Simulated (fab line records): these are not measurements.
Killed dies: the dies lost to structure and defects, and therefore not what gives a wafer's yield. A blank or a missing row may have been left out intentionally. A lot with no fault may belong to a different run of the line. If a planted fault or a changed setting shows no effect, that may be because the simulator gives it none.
2 desks looking at one fault / flow sfq-line / numbers are kept per desk, each desk with only its own; the story behind them comes last

== DESK OF THE TOOL OWNER: rie-metal-04 ==
The tool's own readings at SFQ_TRILAYER_M0_ETCH_METAL_ETCH_024 (etches Nb in Cl2/Ar, stops on SiO2, target depth 240 nm, time 120 s): means of the sampled wafers that have a number, for each lot that ran on this tool. If a lot's mean is further than 4 standard deviations from the usual mean, the lot is out of limits and carries the mark OUT (the distance appears in the brackets).
Columns: A = chamber-pressure-mTorr at SFQ_TRILAYER_M0_ETCH_METAL_ETCH_024, usual 10.001 mTorr; B = drypump-motor-current-A at SFQ_TRILAYER_M0_ETCH_METAL_ETCH_024, usual 5.9 A; C = oes-product-au at SFQ_TRILAYER_M0_ETCH_METAL_ETCH_024, usual 0.898 a.u.; D = run-length-s at SFQ_TRILAYER_M0_ETCH_METAL_ETCH_024, usual 148.42 s
lot=L986; first seen here=day 11 22:04; A=10.002; B=6.3; C=0.893; D=148.73
lot=L991; first seen here=day 13 08:43; A=10.000; B=5.9; C=0.885; D=148.75
lot=L995; first seen here=day 13 13:31; A=10.004; B=6.1; C=0.968 (+9.0) OUT; D=140.06 (-29) OUT
lot=L101; first seen here=day 13 21:55; A=9.995; B=6.1; C=0.960 (+8.0) OUT; D=139.98 (-29) OUT
This desk's verdict: out of limits on L101, L995, starting with L995 at day 13 13:31 (oes-product-au at SFQ_TRILAYER_M0_ETCH_METAL_ETCH_024). L986, L991 stayed within limits.

== FROM THE METROLOGY DESK ==
What the gauges read for every lot (on any tool): the sampled wafers with a number, averaged. If a lot's mean is further than 4 standard deviations from the usual mean, the lot is out of limits and carries the mark OUT (the distance appears in the brackets).
Columns: A = M4_NB_RS at SFQ_M4_RS_MEAS_924, usual 0.888 ohm/sq
lot=L984; first seen here=day 36 10:09; A=0.884
lot=L985; first seen here=day 36 13:46; A=0.902
lot=L986; first seen here=day 36 17:22; A=0.899
lot=L988; first seen here=day 37 13:56; A=0.888
lot=L989; first seen here=day 38 05:23; A=0.885
lot=L990; first seen here=day 38 10:11; A=0.877
lot=L991; first seen here=day 38 12:16; A=0.890
lot=L995; first seen here=day 39 19:13; A=0.896
lot=L997; first seen here=day 44 19:18; A=0.889
lot=L101; first seen here=day 45 06:44; A=0.910
lot=L102; first seen here=day 45 09:08; A=0.880
lot=L105; first seen here=day 45 20:40; A=0.888
lot=L106; first seen here=day 50 04:08; A=0.887
lot=L107; first seen here=day 50 04:14; A=0.878
This desk's verdict: no lot among the 14 shows anything out of limits.

== PUT TOGETHER ==
On L101, L995, at day 13 13:31, an alarm was possible from the tool owner's desk.
The metrology desk saw nothing out of limits.
The metrology desk has L101, L995 on record, within its limits.
All the named lots went through SFQ_TRILAYER_M0_ETCH_METAL_ETCH_024 on rie-metal-04.

== WHAT WAS PUT IN BY THE SIMULATOR ==
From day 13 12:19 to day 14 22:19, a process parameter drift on rie-metal-04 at SFQ_TRILAYER_M0_ETCH_METAL_ETCH_024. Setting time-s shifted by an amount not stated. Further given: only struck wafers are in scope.
Struck lots among those shown: L101, L995.
Each desk's first reading out of limits, in hours after the fault started: the tool owner's desk, 1.
